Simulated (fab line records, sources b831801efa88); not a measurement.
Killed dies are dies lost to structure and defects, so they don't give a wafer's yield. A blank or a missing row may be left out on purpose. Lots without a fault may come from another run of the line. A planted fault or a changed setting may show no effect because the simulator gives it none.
Which tool did it? | flow gf180mcu | 14 lots, 40 wafers sampled, at 4 steps of a route of 602

WHAT THE GAUGES READ, wafer by wafer
GF_NSD_TW_MEAS_12.
lot  | measured     | on            | NSD_TW
L231 | day 13 11:25 | film_metro-04 | 4221 4198 4203
L232 | day 13 20:03 | film_metro-04 | 4209 4220 4216
L235 | day 14 21:21 | film_metro-02 | 4277 4269
L236 | day 15 00:03 | film_metro-04 | 4211 4223
L245 | day 18 02:49 | film_metro-03 | 4232 4226 4213
L246 | day 19 03:38 | film_metro-04 | 4171 4186 4201
L247 | day 19 04:32 | film_metro-04 | 4209 4184 4178
L248 | day 19 18:44 | film_metro-04 | 4173 4173 4197
L249 | day 19 20:02 | film_metro-02 | 4313 4328 4312
L250 | day 20 13:33 | film_metro-03 | 4217 4216 4233
L251 | day 20 15:15 | film_metro-03 | 4237 4241 4239
L252 | day 21 01:17 | film_metro-04 | 4205 4183 4193
L253 | day 21 02:44 | film_metro-04 | 4198 4188 4182
L254 | day 21 17:56 | film_metro-04 | 4215 4185 4183

GF_SAB_CD_MEAS_09: target cd 420 nm.
lot  | measured     | on        | cd_nm (nm)
L231 | day 15 04:48 | cd_sem-02 | 419.1 416.7 420.4
L232 | day 15 12:29 | cd_sem-01 | 416.9 419.1 418.7
L235 | day 16 19:37 | cd_sem-02 | 328.4 423.3
L236 | day 16 19:49 | cd_sem-01 | 418.2 326.5
L245 | day 20 03:26 | cd_sem-01 | 419.2 419.2 419.1
L246 | day 21 03:45 | cd_sem-01 | 419.9 419.9 420.7
L247 | day 21 04:22 | cd_sem-01 | 418.9 419.2 419.1
L248 | day 21 19:59 | cd_sem-01 | 415.3 415.8 415.8
L249 | day 21 21:24 | cd_sem-01 | 419.0 421.1 420.3
L250 | day 22 13:27 | cd_sem-01 | 417.0 416.7 416.2
L251 | day 22 14:43 | cd_sem-02 | 418.3 418.6 419.8
L252 | day 23 00:47 | cd_sem-02 | 420.7 419.6 419.7
L253 | day 23 01:47 | cd_sem-01 | 422.0 420.0 422.0
L254 | day 23 15:06 | cd_sem-02 | 419.4 419.9 419.1

WHICH TOOL RAN EACH LOT (tool, then ch and the chambers of the sampled wafers, then the start)
lot  | GF_HV_LDD_ETCHBACK_58              | GF_SAB_EXPOSE_06
L231 | rie_diel-03 ch 1,2,3, day 12 15:38 | iline_stepper-02 ch 0, day 14 18:52
L232 | rie_diel-02 ch 0,1, day 12 23:14   | iline_stepper-02 ch 0, day 15 01:35
L235 | rie_diel-02 ch 0,3, day 14 01:06   | iline_stepper-01 ch 0, day 16 08:51
L236 | rie_diel-03 ch 0,3, day 14 04:07   | iline_stepper-01 ch 0, day 16 09:01
L245 | rie_diel-02 ch 0,2,3, day 17 05:00 | iline_stepper-01 ch 0, day 19 16:03
L246 | rie_diel-02 ch 0,1, day 18 02:50   | iline_stepper-01 ch 0, day 20 16:24
L247 | rie_diel-03 ch 0,1,2, day 18 04:16 | iline_stepper-01 ch 0, day 20 17:01
L248 | rie_diel-03 ch 0,2,3, day 18 18:55 | iline_stepper-02 ch 0, day 21 08:24
L249 | rie_diel-01 ch 0,1,3, day 18 19:21 | iline_stepper-02 ch 0, day 21 09:26
L250 | rie_diel-02 ch 1,2, day 19 12:55   | iline_stepper-01 ch 0, day 22 02:17
L251 | rie_diel-02 ch 0,1, day 19 14:34   | iline_stepper-01 ch 0, day 22 03:16
L252 | rie_diel-03 ch 0,1,2, day 20 00:22 | iline_stepper-02 ch 0, day 22 13:19
L253 | rie_diel-02 ch 0,1,3, day 20 01:50 | iline_stepper-02 ch 0, day 22 14:44
L254 | rie_diel-01 ch 1,2,3, day 20 17:52 | iline_stepper-01 ch 0, day 23 04:14
- GF_HV_LDD_ETCHBACK_58: etches Si3N4 in CH3F/O2, stops on SiO2, time 100 s, target depth 90 nm.
- GF_SAB_EXPOSE_06: exposes mask SAB, target cd 420 nm.

WHAT THE TOOLS THEMSELVES READ (means of the sampled wafers that have a number; where no wafer has one, the mark that the record gives instead)
GF_HV_LDD_ETCHBACK_58.
lot  | tool        | drypump_motor_current_A (A) | oes_product_au (a.u.) | throttle_valve_pct (%)
L231 | rie_diel-03 | 5.8                         | 0.836                 | 10.560
L232 | rie_diel-02 | 5.3                         | 0.842                 | 10.555
L235 | rie_diel-02 | 5.4                         | 0.847                 | 10.563
L236 | rie_diel-03 | 5.7                         | 0.841                 | 10.562
L245 | rie_diel-02 | 5.4                         | 0.841                 | 10.563
L246 | rie_diel-02 | 5.4                         | 0.833                 | 10.555
L247 | rie_diel-03 | 5.7                         | 0.844                 | 10.557
L248 | rie_diel-03 | 5.7                         | 0.846                 | 10.565
L249 | rie_diel-01 | 5.6                         | 0.844                 | 10.555
L250 | rie_diel-02 | 5.3                         | 0.850                 | 10.561
L251 | rie_diel-02 | 5.4                         | 0.847                 | 10.566
L252 | rie_diel-03 | 5.7                         | 0.837                 | 10.563
L253 | rie_diel-02 | 5.4                         | 0.842                 | 10.558
L254 | rie_diel-01 | 5.9                         | 0.847                 | 10.566

THE ANSWER, worked out from the rows above alone
Rule: what is usual is taken from the lots themselves. Put in order of their means at a reading, lots are off if they are a third of the lots or fewer, leave a main group of 4 or more, and stand apart from it by a gap of 3 or more times the standard deviation of the main group's means; of several such gaps the widest counts. A main group whose means are all the same, to the digits that the tables above print for the reading, isn't used. A lot without any number at a reading at which 4 lots or more have one is off too. The other lots that the step has rows for count as sound. The gauges are gone through in route order, then the tools' own readings, and for those a lot's mean is taken as printed above. The first step at which some lot is off is used, and at that step the reading that is off furthest; a lot without a number counts as furthest.
Off: L235, L236, at GF_SAB_CD_MEAS_09 (cd_nm). The main group: mean 419.0 nm, standard deviation 1.5.
A tool fits if, at a process step before that reading, it ran every lot that is off, and no sound lot after the first of them. The gauges at GF_SAB_CD_MEAS_09 are tried like those tools. None of those tried fits.

WHAT THE SIMULATOR HAD PUT IN
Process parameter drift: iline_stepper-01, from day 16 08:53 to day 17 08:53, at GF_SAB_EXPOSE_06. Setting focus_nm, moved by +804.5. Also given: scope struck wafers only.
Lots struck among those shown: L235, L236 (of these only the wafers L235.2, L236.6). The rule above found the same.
